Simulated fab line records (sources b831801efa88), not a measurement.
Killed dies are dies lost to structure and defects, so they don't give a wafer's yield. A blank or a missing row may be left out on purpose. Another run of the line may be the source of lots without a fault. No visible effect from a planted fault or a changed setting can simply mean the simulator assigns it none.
Tool commonality check | flow gf180mcu | Sample size 15 lots and 45 wafers

## WHAT PROMPTED THE OPENING
GF_VT_IMPLANT_RS_MEAS_46, reading MVSD_RS: flagged on 3 of 15 lots. Wafers without a fault read 456.4 ohm/sq, standard deviation 1.1.
Rule: flag the lot when none of its wafers has a number, or when each of its wafers that has one lies beyond 4 standard deviations from that mean. The other lots count as sound.

lot  | measured     | on            | MVSD_RS (ohm/sq), wafer by wafer | flag
L587 | day 7 15:41  | film-metro-03 | 455.6 455.8 454.8                |
L588 | day 7 21:47  | film-metro-04 | 455.8 457.6 457.4                |
L589 | day 8 11:34  | film-metro-04 | 456.6 456.8 456.7                |
L590 | day 8 11:55  | film-metro-03 | 456.8 455.6 455.4                |
L591 | day 9 01:52  | film-metro-03 | 456.3 457.3 456.8                |
L592 | day 9 03:50  | film-metro-03 | 454.7 457.7 456.0                |
L595 | day 10 01:07 | film-metro-03 | 455.7 456.8 456.2                |
L597 | day 10 10:43 | film-metro-04 | 133.1 132.9 133.1                | FLAGGED
L598 | day 10 15:46 | film-metro-04 | 133.0 133.1 133.3                | FLAGGED
L599 | day 11 02:05 | film-metro-04 | 133.3 133.4 133.1                | FLAGGED
L602 | day 11 18:02 | film-metro-03 | 454.4 453.1 453.9                |
L603 | day 12 01:09 | film-metro-03 | 457.1 456.7 455.8                |
L604 | day 12 07:54 | film-metro-04 | 457.4 457.1 457.3                |
L605 | day 12 16:34 | film-metro-02 | 455.9 455.6 455.7                |
L609 | day 13 10:14 | film-metro-02 | 456.3 455.9 457.4                |
The numbers of the flagged lots are 133.1 ohm/sq on average: -323.3 ohm/sq against the usual, or -99 or more standard deviations.

## LOT BY LOT: THE TOOL USED
The record holds 1 process step before the reading, out of a route of 602 steps. In each cell: the tool, then ch and the chambers that the sampled wafers went through, then the start.
lot  | flag    | GF_VT_IMPLANT_RTA_45
L587 |         | rtp-anneal-02 ch 0, day 7 15:29
L588 |         | rtp-anneal-02 ch 0, day 7 21:41
L589 |         | rtp-anneal-01 ch 0, day 8 11:28
L590 |         | rtp-anneal-02 ch 0, day 8 11:49
L591 |         | rtp-anneal-01 ch 0, day 9 01:46
L592 |         | rtp-anneal-02 ch 0, day 9 03:44
L595 |         | rtp-anneal-01 ch 0, day 10 01:01
L597 | FLAGGED | rtp-anneal-02, day 10 10:37
L598 | FLAGGED | rtp-anneal-02, day 10 15:40
L599 | FLAGGED | rtp-anneal-01, day 11 01:59
L602 |         | rtp-anneal-02 ch 0, day 11 17:56
L603 |         | rtp-anneal-01 ch 0, day 12 01:02
L604 |         | rtp-anneal-01 ch 0, day 12 07:47
L605 |         | rtp-anneal-01 ch 0, day 12 16:27
L609 |         | rtp-anneal-01 ch 0, day 13 10:08
These steps, and what they do:
- GF_VT_IMPLANT_RTA_45: time 30 s.
- GF_VT_IMPLANT_RS_MEAS_46: measures by four-point-probe.

## FLAGGED AGAINST TOTAL, ONE TOOL AT A TIME (gauges that did the reading follow at the end)
step                     | tool          | lots run | flagged | share of the flagged lots | sound lots run after its first flagged lot
GF_VT_IMPLANT_RTA_45     | rtp-anneal-01 | 8        | 1       | some                      | 4 (L603,L604,L605,L609)
GF_VT_IMPLANT_RTA_45     | rtp-anneal-02 | 7        | 2       | some                      | 1 (L602)
GF_VT_IMPLANT_RS_MEAS_46 | film-metro-02 | 2        | 0       | none                      | -
GF_VT_IMPLANT_RS_MEAS_46 | film-metro-03 | 7        | 0       | none                      | -
GF_VT_IMPLANT_RS_MEAS_46 | film-metro-04 | 6        | 3       | all                       | 1 (L604)

## WHAT THE TABLE PERMITS
Rows of the table that ran each flagged lot: 1, that is film-metro-04 at GF_VT_IMPLANT_RS_MEAS_46.
- film-metro-04 at GF_VT_IMPLANT_RS_MEAS_46: 3 of its 6 lots flagged. Sound lots ran on it after the first flagged one (L604), which a lasting fault on the whole tool wouldn't allow.
Every row of the table either missed a flagged lot or ran a sound lot after the first.

## WHAT HAD BEEN PUT IN BY THE SIMULATOR
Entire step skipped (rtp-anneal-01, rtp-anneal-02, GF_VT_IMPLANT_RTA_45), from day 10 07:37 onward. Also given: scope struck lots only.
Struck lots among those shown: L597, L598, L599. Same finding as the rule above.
